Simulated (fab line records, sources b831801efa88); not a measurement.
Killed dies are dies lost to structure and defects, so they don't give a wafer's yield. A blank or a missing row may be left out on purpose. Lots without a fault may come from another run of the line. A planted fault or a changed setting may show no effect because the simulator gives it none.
fab line records | flow gf180mcu
record lots=12 wafers=36 last_day=34
route steps=602 shown STI@5 LVPWELL@63 M1@315 M2@363
lots that met no fault: from a run of the same line without faults
start_h: hours from the record's first day to the start of the lot's first wafer shown | wait_h: hours since the lot's step before | " the same as in the row above | L1.1+2: a row that stands for several wafers | - no value, or no start given | * or withheld: withheld | < > ~ a bound
route shown NAME@n: a module of which the file shows steps, and the number in the route of the first | usual: mean/standard deviation of fault-free wafers | same: alike in all rows | chamber/n: place in a boat | sites: the reading at each site | _std_site: their standard deviation | _edge_site: outer sites' mean less inner sites' | radius_mm: how far each site lies from the wafer's centre | mask NAME#n: copy n | behind: the tool/chamber that last shaped the wafer | hold: why the lot was held/for how many hours/how that ended | device: the transistor (n, p or np) that didn't switch | end of line: the same wafers' tests at the end of the route | a step without rows: its recipe alone | killed: dies lost to structure and defects at the first sort, not the wafer's yield | map: a wafer's dies, x killed, . not, _ none there
set.NAME: the setting as run; set.NAME@STEP: as run at that earlier step | model.NAME: the simulator's own value behind a step, which no gauge read
steps of the route over a sample of lots; a table a step, a row a wafer
services: from which hour (start_h, from the record's first day; less than 0 if before it) a tool's chamber was out of use, for how many hours, and why
## steps
# step GF_STI_THK_MEAS_04
# recipe reads=Si3N4_of_STI_CVD_03
# usual STI_CVD_03_THK=207.5/1.5
# columns lot.wafer tool chamber start_h wait_h STI_CVD_03_THK[nm]
L844.4 film_metro-02 - 13.59 0.0 207.2
L844.5 " - " " 208.8
L844.6 " - " " 207.8
L845.3 film_metro-03 - 18.58 0.0 209.4
L845.4 " - " " 209.3
L845.5 " - " " 210.0
L846.2 film_metro-03 - 23.57 0.0 207.1
L846.4 " - " " 208.2
L846.5 " - " " 206.4
L847.3 film_metro-03 - 28.58 0.0 207.9
L847.4 " - " " 208.3
L847.6 " - " " 206.3
L849.3 film_metro-03 - 38.58 0.0 205.8
L849.5 " - " " 206.4
L849.6 " - " " 207.3
L851.2 film_metro-02 - 49.31 0.0 206.1
L851.3 " - " " 206.7
L851.6 " - " " 207.2
L858.1 film_metro-01 - 83.56 0.0 208.3
L858.2 " - " " 209.3
L858.3 " - " " 208.4
L860.3 film_metro-03 - 94.06 0.0 205.0
L860.4 " - " " 204.2
L860.5 " - " " 204.6
L862.2 film_metro-03 - 104.65 0.0 207.2
L862.4 " - " " 208.5
L862.6 " - " " 207.1
L864.2 film_metro-03 - 115.28 0.0 208.4
L864.4 " - " " 206.9
L864.5 " - " " 206.4
L866.3 film_metro-02 - 124.64 0.0 208.5
L866.4 " - " " 207.7
L866.6 " - " " 206.9
L867.1 film_metro-03 - 128.86 0.0 209.6
L867.3 " - " " 211.3
L867.4 " - " " 211.2
# step GF_LVPWELL_IMPLANT_09
# recipe species=B energy_kev=60 dose_cm2=5e+12 tilt_deg=0
# usual beam_on_s=10.03/0.2 dose_ions_cm2=5e+12/5.7e+09 end_station_pressure_torr=5.02e-06/2.7e-07 faraday_current_uA=28.1/0.55
# columns lot.wafer tool chamber start_h wait_h beam_on_s dose_ions_cm2 end_station_pressure_torr faraday_current_uA
L844.4 implanter-01 0 68.84 0.1 10.01 4.999e+12 4.56e-06 28.3
L844.5 " 0 " " 10.17 5e+12 4.73e-06 27.7
L844.6 " 0 " " 9.83 4.999e+12 4.93e-06 28.8
L845.3 implanter-02 0 72.72 0.1 9.57 5.001e+12 4.88e-06 29.3
L845.4 " 0 " " 9.98 4.993e+12 4.66e-06 28.3
L845.5 " 0 " " 9.75 4.99e+12 4.9e-06 29.0
L846.2 implanter-01 0 83.09 0.1 10.08 4.993e+12 4.52e-06 28.0
L846.4 " 0 " " 9.99 4.992e+12 4.81e-06 28.2
L846.5 " 0 " " 10.34 5.001e+12 5.38e-06 27.2
L847.3 implanter-01 0 87.44 0.1 11.41 5.002e+12 5.06e-06 24.7
L847.4 " 0 " " 11.38 5.006e+12 4.96e-06 24.7
L847.6 " 0 " " 11.10 4.996e+12 5.21e-06 25.3
L849.3 implanter-04 0 95.24 0.1 10.00 4.999e+12 4.98e-06 28.2
L849.5 " 0 " " 10.03 5.002e+12 5.23e-06 28.2
L849.6 " 0 " " 9.79 5.007e+12 4.95e-06 28.8
L851.2 implanter-01 0 108.04 0.1 11.53 4.99e+12 5.06e-06 24.6
L851.3 " 0 " " 11.77 4.994e+12 4.9e-06 23.8
L851.6 " 0 " " 11.51 4.993e+12 4.85e-06 24.5
L858.1 implanter-04 0 149.78 0.1 9.89 4.992e+12 4.55e-06 28.5
L858.2 " 0 " " 9.93 4.993e+12 5.37e-06 28.4
L858.3 " 0 " " 10.08 4.997e+12 5.14e-06 28.1
L860.3 implanter-04 0 159.03 0.1 9.78 4.994e+12 4.81e-06 28.8
L860.4 " 0 " " 9.85 4.988e+12 5.42e-06 28.7
L860.5 " 0 " " 10.16 4.997e+12 5.24e-06 27.7
L862.2 implanter-02 0 171.40 0.1 9.58 5.001e+12 4.36e-06 29.3
L862.4 " 0 " " 9.86 4.994e+12 4.86e-06 28.5
L862.6 " 0 " " 10.14 4.992e+12 5.14e-06 27.7
L864.2 implanter-02 0 183.65 0.1 9.74 5.004e+12 5.36e-06 28.8
L864.4 " 0 " " 9.77 5.004e+12 4.73e-06 28.8
L864.5 " 0 " " 10.17 5.008e+12 5.24e-06 27.8
L866.3 implanter-04 0 194.66 0.1 10.29 5.001e+12 5.21e-06 27.3
L866.4 " 0 " " 9.94 5.007e+12 5.43e-06 28.4
L866.6 " 0 " " 9.76 5.01e+12 5.07e-06 28.7
L867.1 implanter-04 0 198.81 0.1 9.99 4.998e+12 5.42e-06 28.2
L867.3 " 0 " " 10.07 4.998e+12 5.23e-06 28.0
L867.4 " 0 " " 9.64 4.999e+12 5.07e-06 29.1
# step GF_VT_IMPLANT_RS_MEAS_48
# recipe thk_meas_gauge=four-point-probe
# usual LVPWELL_RS=1197.6/3
# columns lot.wafer tool chamber start_h wait_h LVPWELL_RS[ohm/sq]
L844.4 film_metro-04 - 157.41 0.1 1194.3
L844.5 " - " " 1197.1
L844.6 " - " " 1197.7
L845.3 film_metro-04 - 163.92 0.1 1196.5
L845.4 " - " " 1198.4
L845.5 " - " " 1197.3
L846.2 film_metro-02 - 174.02 0.1 1198.3
L846.4 " - " " 1196.5
L846.5 " - " " 1198.3
L847.3 film_metro-02 - 180.89 0.1 1171.8
L847.4 " - " " 1171.7
L847.6 " - " " 1171.3
L849.3 film_metro-02 - 189.69 0.1 1203.3
L849.5 " - " " 1200.5
L849.6 " - " " 1203.7
L851.2 film_metro-02 - 204.47 0.1 1172.8
L851.3 " - " " 1170.6
L851.6 " - " " 1169.7
L858.1 film_metro-01 - 253.28 0.1 1194.2
L858.2 " - " " 1196.5
L858.3 " - " " 1198.5
L860.3 film_metro-02 - 263.96 0.1 1199.3
L860.4 " - " " 1200.7
L860.5 " - " " 1198.1
L862.2 film_metro-01 - 277.51 0.1 1193.7
L862.4 " - " " 1195.4
L862.6 " - " " 1192.2
L864.2 film_metro-04 - 291.86 0.1 1202.4
L864.4 " - " " 1199.4
L864.5 " - " " 1199.0
L866.3 film_metro-04 - 306.23 0.1 1197.1
L866.4 " - " " 1195.8
L866.6 " - " " 1195.4
L867.1 film_metro-02 - 311.49 0.1 1199.7
L867.3 " - " " 1197.3
L867.4 " - " " 1198.7
# step GF_M1_SPUTTER_00
# recipe material=Ti target_thk_nm=37.5 arriving_ion_energy_ev=80 substrate_temp_c=200 chamber_pressure_pa=2 power_w=4000 time_s=150
# usual cathode_dc_power_W=3999.9/0.76 throttle_valve_pct=30.0/0.93
# columns lot.wafer tool chamber start_h wait_h cathode_dc_power_W throttle_valve_pct
L844.4 pvd_sputter-04 - 370.54 0.1 3998.6 31.3
L844.5 " - " " 4000.1 29.6
L844.6 " - " " 3998.8 28.4
L845.3 pvd_sputter-04 - 372.84 0.2 4000.5 28.4
L845.4 " - " " 3999.2 29.8
L845.5 " - " " 4000.3 29.8
L847.3 pvd_sputter-01 - 396.37 0.1 4000.2 30.3
L847.4 " - " " 3998.6 31.0
L847.6 " - " " 4000.3 31.2
L846.2 pvd_sputter-04 - 396.73 0.2 3998.6 28.2
L846.4 " - " " 3999.2 30.3
L846.5 " - " " 3999.7 28.5
L849.3 pvd_sputter-01 - 417.68 0.2 3999.5 30.2
L849.5 " - " " 4001.0 28.8
L849.6 " - " " 3999.6 30.0
L851.2 pvd_sputter-01 - 429.15 0.2 4000.1 28.7
L851.3 " - " " 4000.2 30.0
L851.6 " - " " 3999.5 29.9
L858.1 pvd_sputter-04 - 489.42 0.2 4001.4 29.8
L858.2 " - " " 4000.8 30.3
L858.3 " - " " 4000.3 31.5
L860.3 pvd_sputter-03 - 501.60 0.2 3999.8 29.5
L860.4 " - " " 3999.9 30.1
L860.5 " - " " 4001.3 29.5
L862.2 pvd_sputter-03 - 522.87 0.2 3999.4 30.3
L862.4 " - " " 4000.1 29.6
L862.6 " - " " 4000.8 29.7
L864.2 pvd_sputter-01 - 538.02 0.2 3998.5 29.9
L864.4 " - " " 3999.1 29.9
L864.5 " - " " 4000.6 29.9
L866.3 pvd_sputter-01 - 551.85 0.2 3999.9 31.1
L866.4 " - " " 3999.9 29.8
L866.6 " - " " 3999.4 28.6
L867.1 pvd_sputter-03 - 560.77 0.2 3999.7 31.3
L867.3 " - " " 4000.5 29.5
L867.4 " - " " 3999.5 29.5
# step GF_M2_SPUTTER_01
# recipe material=TiN target_thk_nm=30 power_w=6500 time_s=25 chamber_pressure_pa=0.4
# usual cathode_dc_power_W=6500.0/1.2 throttle_valve_pct=29.8/1.4
# columns lot.wafer tool chamber start_h wait_h cathode_dc_power_W throttle_valve_pct
L844.4 pvd_sputter-02 - 419.98 0.1 6497.8 29.5
L844.5 " - " " 6497.8 32.4
L844.6 " - " " 6501.9 27.7
L845.3 pvd_sputter-04 - 422.41 0.1 6499.3 28.2
L845.4 " - " " 6499.4 30.4
L845.5 " - " " 6500.5 28.3
L847.3 pvd_sputter-02 - 446.98 0.1 6502.2 32.1
L847.4 " - " " 6501.1 27.9
L847.6 " - " " 6502.1 32.1
L846.2 pvd_sputter-02 - 447.91 0.1 6500.0 27.7
L846.4 " - " " 6500.3 29.5
L846.5 " - " " 6500.8 29.6
L849.3 pvd_sputter-01 - 469.55 0.1 6500.5 28.9
L849.5 " - " " 6502.0 30.1
L849.6 " - " " 6499.5 30.2
L851.2 pvd_sputter-02 - 481.53 0.1 6500.1 29.5
L851.3 " - " " 6501.5 31.8
L851.6 " - " " 6500.7 32.0
L858.1 pvd_sputter-04 - 540.66 0.1 6500.1 30.1
L858.2 " - " " 6502.9 29.9
L858.3 " - " " 6499.9 28.5
L860.3 pvd_sputter-04 - 551.30 0.1 6502.3 30.4
L860.4 " - " " 6500.6 30.1
L860.5 " - " " 6500.1 31.7
L862.2 pvd_sputter-02 - 571.77 0.1 6500.8 29.0
L862.4 " - " " 6499.8 32.1
L862.6 " - " " 6500.3 27.7
L864.2 pvd_sputter-04 - 585.78 0.1 6501.5 30.4
L864.4 " - " " 6500.2 29.6
L864.5 " - " " 6498.2 30.2
L866.3 pvd_sputter-02 - 598.07 0.1 6502.1 27.7
L866.4 " - " " 6501.9 29.3
L866.6 " - " " 6498.7 32.2
L867.1 pvd_sputter-02 - 606.36 0.1 6502.4 29.1
L867.3 " - " " 6497.8 29.4
L867.4 " - " " 6499.4 28.2
## services
# columns tool chamber start_h hours kind
pvd_sputter-04 - 57.14 2.9 repair
pvd_sputter-04 - 78.01 4.1 repair
implanter-04 - 99.28 6.6 repair
pvd_sputter-02 - 106.88 6.0 repair
pvd_sputter-01 - 110.20 4.4 repair
pvd_sputter-04 - 150.89 11.7 repair
implanter-04 - 159.73 9.1 repair
pvd_sputter-02 - 168.07 3.8 repair
implanter-04 - 182.63 2.4 pm
implanter-04 - 229.40 1.2 repair
pvd_sputter-02 - 242.55 4.4 repair
pvd_sputter-01 - 243.16 2.1 repair
implanter-04 - 266.97 2.4 repair
pvd_sputter-01 - 305.67 1.7 repair
implanter-04 - 325.20 3.0 repair
pvd_sputter-02 - 339.24 0.7 repair
pvd_sputter-04 - 416.99 0.9 repair
pvd_sputter-04 - 447.57 3.8 repair
pvd_sputter-02 - 455.34 1.2 repair
pvd_sputter-02 - 472.70 2.2 repair
pvd_sputter-04 - 483.78 3.3 repair
pvd_sputter-02 - 538.50 0.5 repair
pvd_sputter-02 - 577.26 9.2 repair
pvd_sputter-01 - 589.15 3.4 repair
## key
first_sign step=GF_LVPWELL_IMPLANT_09 reading=beam_on_s direction=up sigmas=7.2 usual=10.03 struck=11.45
effect step=GF_LVPWELL_IMPLANT_09 reading=faraday_current_uA direction=down sigmas=6.3 usual=28.1 struck=24.6
effect step=GF_VT_IMPLANT_RS_MEAS_48 reading=LVPWELL_RS direction=down sigmas=8.9 usual=1197.6 struck=1171.3
met_at GF_LVPWELL_IMPLANT_09
struck_lots L847,L851
tester_left_out L847,L851
not_acting_at GF_STI_THK_MEAS_04,GF_M1_SPUTTER_00,GF_M2_SPUTTER_01
onset_between 83.09 87.44
fault kind=process_parameter_drift tool=implanter-01 chamber=- onset_h=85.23 steps=GF_LVPWELL_IMPLANT_09 channel=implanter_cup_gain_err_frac offset=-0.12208 shape=step end_h=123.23
# tester_left_out: of these lots the tester's yield and bins aren't shown, on N5 and GAA mostly nor the transistor test; their killed dies are dies lost to structure and defects alone, not to doping, threshold or leakage, so they don't give the yield
